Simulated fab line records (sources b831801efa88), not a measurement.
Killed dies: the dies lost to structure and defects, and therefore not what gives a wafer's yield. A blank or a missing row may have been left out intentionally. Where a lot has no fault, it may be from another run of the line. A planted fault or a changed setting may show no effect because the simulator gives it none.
Comparing a struck lot with a sound one | flow sky130 | 15 out of 708 route steps
Sound: wafers L129.1, L129.3, L129.4. Wafers L126.1, L126.2, L126.5 were the ones struck. The cause comes at the end.
Each step with rows lists, per side, the tool, then ch with its chambers, then its first start. Under that, the readings that differ: sound wafers | struck wafers | difference of the means | sigmas: that difference in standard deviations of wafers without a fault.
alike: readings whose means differ by less than 2 such deviations, and words and numbers that are the same on both sides. not compared: withheld readings, readings that some wafer has no value for, bounds like >300 that may hide the same value, and numbers for which the record gives no deviation and whose values overlap.
The two part at a step that has a row with sigmas, a row that says differs or no value, or rows on one side only. Numbers that have no deviation but don't overlap get no sigmas and don't part them. Lack of a reading on every wafer of one side parts them only where that side has two or more wafers.

first, 5 steps without rows for these wafers: SKY_LDD_N_COAT_02 (resist thk 300 nm); SKY_LDD_N_SOFTBAKE_03 (time 60 s); SKY_LDD_N_EXPOSE_04 (exposes mask NTM, target cd 840 nm); SKY_LDD_N_PEB_05; SKY_LDD_N_DEVELOP_06 (develop time 60 s).
SKY_LDD_N_OVL_MEAS_07:
  sound on overlay-02 at day 21 19:28; struck on overlay-01 at day 20 14:35
  alike: LDD_N_OVL
then, 6 steps without rows for these wafers: SKY_LDD_N_IMPLANT_08; SKY_LDD_N_IMPLANT_09; SKY_LDD_N_IMPLANT_10; SKY_LDD_N_IMPLANT_11; SKY_LDD_N_IMPLANT_12; SKY_LDD_N_IMPLANT_13.
SKY_LDD_N_IMPLANT_14:
  sound on implanter-03 ch 0, day 21 20:24; struck on implanter-03 ch 0, day 20 15:50
  alike: dose ions cm2, faraday current uA, tilt deg
after that, 1 step had no rows for these wafers: SKY_LDD_N_IMPLANT_15.
-- record jumps: 27 days separate the struck wafers' starts on either side; left off in module LDD_N, taken up again in module PAD_OPEN, whose first shown step is the route's number 708 --
SKY_PAD_OPEN_PROBE_99:
  sound on prober-02 at day 48 11:31; struck on prober-01 at day 47 19:29
  reading                               | sound             | struck            | difference | sigmas
  model.etest.nfet_01v8.r on ohm um     | 835.8 836.7 820.3 | 876.3 839.1 882.2 | +34.9      |
  model.etest.nfet_01v8_lvt.drive ua um | 569.3 572.1 587.2 | 540.3 560.4 540.6 | -29.1      |
  model.etest.tip n.rs ohm sq           | 440.2 436.1 435.5 | 455.6 454.2 456.1 | +18.0      |
  alike: killed_at_M0_to_M3, killed_at_M4_up, killed at contacts, killed at front end, killed at other, killed dies, killed open, killed short
  not compared: model.etest.nfet_01v8_swapped.drive ua um, model.etest.nfet_01v8.drive ua um, model.etest.sram nfet pass.drive ua um, model.etest.nfet_01v8_turned.drive ua um, model.etest.nfet_01v8_swapped.off log10 a um

WHERE THEY PART
Nowhere in this record.

WHY: the cause the simulator had injected
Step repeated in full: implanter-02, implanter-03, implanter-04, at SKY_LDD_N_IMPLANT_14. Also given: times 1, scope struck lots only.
